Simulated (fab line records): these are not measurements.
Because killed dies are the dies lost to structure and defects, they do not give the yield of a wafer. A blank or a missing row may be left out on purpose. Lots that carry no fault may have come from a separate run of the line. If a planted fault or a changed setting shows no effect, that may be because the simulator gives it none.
Comparing a struck lot with a sound one | flow sky130 | 18 steps out of a route of 708
Sound: wafers L368.3, L368.4, L368.5. Wafers struck: L365.1, L365.4, L365.6. The cause is named last.
For every step that has rows: the tool of each side, followed by ch and its chambers, followed by its first start. Under that, the readings that differ: sound wafers | struck wafers | difference of the means | sigmas: that difference in standard deviations of wafers without a fault.
alike: a reading whose means differ by less than 2 such deviations, as well as words and numbers matching on both sides. not compared: withheld readings; readings where some wafer has no value; bounds like >300 that might hide an equal value; numbers whose values overlap and for which the record gives no deviation.
Wherever a step has rows on one side only, a row that says differs or no value, or a row with sigmas, the two part there. Non-overlapping numbers with no deviation appear without sigmas and do not part them. A reading missing from all wafers of one side parts the sides only when that side holds two or more wafers.

first, 3 steps without rows for these wafers: SKY_POLY_CUT_EXPOSE_05 (exposes mask NPCM, target cd 270 nm); SKY_POLY_CUT_PEB_06; SKY_POLY_CUT_DEVELOP_07 (develop time 60 s).
SKY_POLY_CUT_CD_MEAS_08: the cd target is 270 nm.
  sound on cdSem-01, day 26 14:01; struck on cdSem-02, day 25 22:43
reading   | sound             | struck            | difference | sigmas
cdNm (nm) | 269.0 266.9 267.5 | 271.6 271.1 270.2 | +3.2       | +2
SKY_POLY_CUT_OVL_MEAS_09:
  sound on overlay-01, day 26 14:06; struck on overlay-01, day 25 22:50
  alike: POLY_CUT_OVL
SKY_POLY_CUT_ETCH_10: etches BARC in N2/H2, stops on SiO2, time 45.9 s, target depth 60 nm.
  sound on rieDiel-03 ch 0,1,3, day 26 14:08; struck on rieDiel-02 ch 0,1, day 25 22:52
  alike: biasW, drypumpMotorCurrentA, oesProductAu, throttleValvePct
  not compared: rfHoursCounterH
SKY_POLY_CUT_ETCH_11: etches Si3N4 in CF4/CH2F2/Ar, stops on poly-Si, time 42.5 s, target depth 60 nm.
  sound on rieDiel-03 ch 0,1,3, day 26 14:10; struck on rieDiel-02 ch 0,1, day 25 22:55
  alike: biasW, drypumpMotorCurrentA, oesProductAu, throttleValvePct
  not compared: rfHoursCounterH
SKY_POLY_CUT_STRIP_12: strips in O2/N2.
  sound on plasmaAsher-04 ch 0,1, day 26 14:14; struck on plasmaAsher-03 ch 1, day 25 22:57
reading                  | sound          | struck         | difference | sigmas
drypumpMotorCurrentA (A) | 5.57 6.02 6.01 | 5.27 5.27 5.28 | -0.59      | -2
  alike: oesProductAu, stripTimeToEndpointS
  not compared: rfHoursCounterH
then, 4 steps without rows for these wafers: SKY_SD_P_DEHYDRATE_00 (time 60 s); SKY_SD_P_HMDS_01 (prime time 60 s); SKY_SD_P_COAT_02 (resist thk 1140 nm); SKY_SD_P_SOFTBAKE_03 (time 60 s).
SKY_SD_P_EXPOSE_04: exposes mask PSDM, target cd 380 nm.
  sound on ilineStepper-02 ch 0, day 27 04:10; struck on ilineStepper-01 ch 0, day 26 13:22
  alike: mask
then, 2 steps without rows for these wafers: SKY_SD_P_PEB_05; SKY_SD_P_DEVELOP_06 (develop time 60 s).
SKY_SD_P_CD_MEAS_07: the cd target is 380 nm.
  sound on cdSem-01, day 27 17:19; struck on cdSem-02, day 27 03:26
reading   | sound             | struck            | difference | sigmas
cdNm (nm) | 380.1 379.2 376.2 | 367.5 359.6 362.5 | -15.3      | -6
SKY_SD_P_OVL_MEAS_08:
  sound on overlay-01, day 27 17:25; struck on overlay-01, day 27 03:33
  alike: SD_P_OVL
following that, these wafers have no rows for 1 step: SKY_PAD_OPEN_PROBE_99.

== WHERE THEY PART ==
Earliest at SKY_POLY_CUT_CD_MEAS_08; latest, in this record, at SKY_SD_P_CD_MEAS_07. Later steps at which nothing parts them and some readings are alike: SKY_SD_P_OVL_MEAS_08.

WHY: what had been put in by the simulator
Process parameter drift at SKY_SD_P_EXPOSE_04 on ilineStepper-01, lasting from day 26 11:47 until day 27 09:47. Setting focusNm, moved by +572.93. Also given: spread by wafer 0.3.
